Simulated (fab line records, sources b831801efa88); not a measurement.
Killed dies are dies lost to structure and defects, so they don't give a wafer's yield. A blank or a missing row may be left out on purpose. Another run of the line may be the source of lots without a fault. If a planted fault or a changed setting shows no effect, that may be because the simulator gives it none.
Which tool was responsible? + flow sky130 + 40 wafers from 14 lots sampled at 2 of the route's 708 steps

WHAT EACH GAUGE READ, for each wafer
Not one reading of a measure or inspect step in the record can be checked against a usual standard deviation.

WHICH TOOL RAN EACH LOT (tool, then ch and the chambers of the sampled wafers, then the start)
| lot  | SKY_FIELD_ISO_ETCH_17           | SKY_PAD_OPEN_PROBE_99   |
|------|---------------------------------|-------------------------|
| L381 | rie-si-01 ch 1,2,3, day 2 05:23 | -                       |
| L382 | rie-si-01 ch 0,1,2, day 2 11:20 | -                       |
| L383 | rie-si-01 ch 1,2, day 2 19:17   | prober-01, day 47 02:44 |
| L384 | rie-si-02 ch 0,1,2, day 3 00:17 | -                       |
| L386 | rie-si-02 ch 0,1, day 3 12:02   | prober-02, day 47 10:29 |
| L387 | rie-si-01 ch 0,2,3, day 3 12:02 | -                       |
| L388 | rie-si-02 ch 0,3, day 3 22:08   | -                       |
| L389 | rie-si-01 ch 0,2,3, day 3 22:29 | -                       |
| L390 | rie-si-02 ch 1,3, day 4 12:01   | -                       |
| L391 | rie-si-01 ch 0,3, day 4 12:22   | -                       |
| L392 | rie-si-02 ch 0,2,3, day 4 19:08 | -                       |
| L393 | rie-si-01 ch 0,2,3, day 4 22:35 | -                       |
| L399 | rie-si-02 ch 1,2, day 6 02:32   | prober-02, day 50 02:00 |
| L402 | rie-si-02 ch 0,1, day 6 22:42   | -                       |
- SKY_FIELD_ISO_ETCH_17: etches Si in HBr/Cl2/O2, target depth 342 nm, time 97.7 s.
- SKY_PAD_OPEN_PROBE_99

AS READ BY THE TOOLS THEMSELVES (means over the sampled wafers that have a number; for cases with no such wafer, the mark the record gives instead)
SKY_FIELD_ISO_ETCH_17.
| lot  | tool      | drypump-motor-current-A (A) | oes-product-au (a.u.) | throttle-valve-pct (%) |
|------|-----------|-----------------------------|-----------------------|------------------------|
| L381 | rie-si-01 | 5.8                         | 1.003                 | 25.649                 |
| L382 | rie-si-01 | 6.0                         | 1.010                 | 25.650                 |
| L383 | rie-si-01 | 5.9                         | 1.012                 | 25.641                 |
| L384 | rie-si-02 | 5.7                         | 1.008                 | 25.648                 |
| L386 | rie-si-02 | 5.4                         | 1.001                 | 25.660                 |
| L387 | rie-si-01 | 5.9                         | 1.013                 | 25.652                 |
| L388 | rie-si-02 | 5.5                         | 1.002                 | 25.654                 |
| L389 | rie-si-01 | 5.9                         | 0.990                 | 25.665                 |
| L390 | rie-si-02 | 5.3                         | 1.002                 | 25.643                 |
| L391 | rie-si-01 | 5.9                         | 1.002                 | 25.659                 |
| L392 | rie-si-02 | 5.7                         | 0.997                 | 25.658                 |
| L393 | rie-si-01 | 5.9                         | 1.002                 | 25.648                 |
| L399 | rie-si-02 | 5.7                         | 0.814                 | 25.772                 |
| L402 | rie-si-02 | 5.4                         | 0.907                 | 25.718                 |

SKY_PAD_OPEN_PROBE_99.
| lot  | tool      | killed_at_M0_to_M3 | killed_at_M4_up | killed-at-contacts | killed-at-front-end | killed-at-other | killed-dies | killed-open | killed-short |
|------|-----------|--------------------|-----------------|--------------------|---------------------|-----------------|-------------|-------------|--------------|
| L383 | prober-01 | 41                 | 5.0             | 18                 | 16                  | 0.3             | 81          | 46          | 35           |
| L386 | prober-02 | 49                 | 1.3             | 26                 | 15                  | 0.0             | 91          | 52          | 39           |
| L399 | prober-02 | 47                 | 5.0             | 27                 | 9                   | 1.0             | 89          | 48          | 41           |

THE ANSWER, worked out from the rows above alone
Rule: what is usual is taken from the lots themselves. Put in order of their means at a reading, lots are off if they are a third of the lots or fewer, leave a main group of 4 or more, and stand apart from it by a gap of 3 or more times the standard deviation of the main group's means; of several such gaps the widest counts. If all means in a main group match to the digits the tables above print for the reading, that group is not used. Also off: a lot with no number at a reading for which 4 or more lots have one. The other lots that the step has rows for count as sound. After the gauges, taken in route order, come the tools' own readings; for these a lot's mean is taken, as printed above. At the first step where some lot is off, the reading lying furthest off is the one used; lots without a number count as furthest.
Off: L399, L402, at SKY_FIELD_ISO_ETCH_17 (oes-product-au). For the main group the mean is 1.004 a.u. and the standard deviation 0.0062.
A tool fits if, at that step or a process step before it, it ran every lot that is off, and no sound lot after the first of them. One candidate fits, namely rie-si-02 at SKY_FIELD_ISO_ETCH_17. A fault onset in the window from L392 (day 4 19:08, its last sound lot) to L399 (day 6 02:32, its first lot off) fits.
The tool's own readings at SKY_FIELD_ISO_ETCH_17 bear it out: on the lots that are off they differ by more than 5 times the standard deviation of the sound lots' means. oes-product-au reads 0.861 a.u. there against 1.004 a.u. on the sound lots; throttle-valve-pct reads 25.745 % there against 25.652 % on the sound lots.

WHAT THE SIMULATOR HAD INSERTED
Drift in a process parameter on rie-si-02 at SKY_FIELD_ISO_ETCH_17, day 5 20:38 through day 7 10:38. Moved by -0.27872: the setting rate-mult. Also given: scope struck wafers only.
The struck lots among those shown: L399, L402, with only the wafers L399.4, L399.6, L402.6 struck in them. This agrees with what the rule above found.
